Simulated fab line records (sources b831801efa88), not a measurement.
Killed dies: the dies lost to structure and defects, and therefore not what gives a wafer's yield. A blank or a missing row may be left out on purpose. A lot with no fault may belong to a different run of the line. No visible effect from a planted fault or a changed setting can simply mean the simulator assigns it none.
Comparing a struck lot with a sound one ; flow gf180mcu ; 15 out of 602 route steps
Sound: wafers L875.2, L875.4, L875.6. Wafers L881.4, L881.5, L881.6 were the ones struck. Last of all comes the cause.
For every step that has rows: the tool of each side, followed by ch and its chambers, followed by its first start. Under that, the readings that differ: sound wafers ; struck wafers ; difference of the means ; sigmas: that difference in standard deviations of wafers without a fault.
alike: same words and numbers on both sides, and readings whose means sit less than 2 such deviations apart. not compared: any withheld reading, any reading some wafer has no value for, any bound like >300 that may hide the same value, and any number with overlapping values for which the record gives no deviation.
A row with sigmas, a row that says differs or no value, or rows on one side alone: a step with any of these is where the two part. Non-overlapping numbers with no deviation appear without sigmas and do not part them. Lack of a reading on every wafer of one side parts them only where that side has two or more wafers.

first, 7 steps without rows for these wafers: GF_HV_LDD_DEHYDRATE_24 (time 60 s); GF_HV_LDD_HMDS_25 (prime time 60 s); GF_HV_LDD_COAT_26 (resist thk 1000 nm); GF_HV_LDD_SOFTBAKE_27 (time 60 s); GF_HV_LDD_EXPOSE_28 (exposes mask Nplus HV AREA, target cd 400 nm); GF_HV_LDD_PEB_29; GF_HV_LDD_DEVELOP_30 (develop time 60 s).
GF_HV_LDD_CD_MEAS_31 targets a cd of 400 nm.
  sound: cd_sem-02 at day 14 14:32; struck: cd_sem-01 at day 16 09:50
  alike: cd_nm
GF_HV_LDD_OVL_MEAS_32:
  sound: overlay-01 at day 14 14:38; struck: overlay-02 at day 16 09:55
  alike: HV_LDD_02_OVL
then, 3 steps without rows for these wafers: GF_HV_LDD_IMPLANT_33; GF_HV_LDD_IMPLANT_34; GF_HV_LDD_IMPLANT_35.
GF_HV_LDD_IMPLANT_36:
  sound on implanter-03 ch 0, day 14 15:08; struck on implanter-03 ch 0, day 16 10:28
reading;sound;struck;difference;sigmas
rotation_deg (degrees);270.03 269.96 269.96;341.72 341.74 341.63;+71.71;+99 or more
  alike: dose_ions_cm2
GF_HV_LDD_STRIP_37: strips in O2/N2.
  sound on plasma_asher-04 ch 0,1, day 14 15:16; struck on plasma_asher-04 ch 0,1, day 16 10:34
  alike: drypump_motor_current_A, heater_power_w, oes_product_au, strip_time_to_endpoint_s
  not compared: rf_hours_counter_h
GF_PASSIVATION_PROBE_99:
  sound wafers here have rows in the record (prober-02, day 32 01:41); struck ones have none

== WHERE THEY PART ==
Earliest at GF_HV_LDD_IMPLANT_36; latest, in this record, at GF_PASSIVATION_PROBE_99.

WHY: what the simulator had put in
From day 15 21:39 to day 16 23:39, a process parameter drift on implanter-03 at GF_HV_LDD_IMPLANT_36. The setting rotation_deg was moved by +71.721, starting from 270. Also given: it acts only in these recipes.
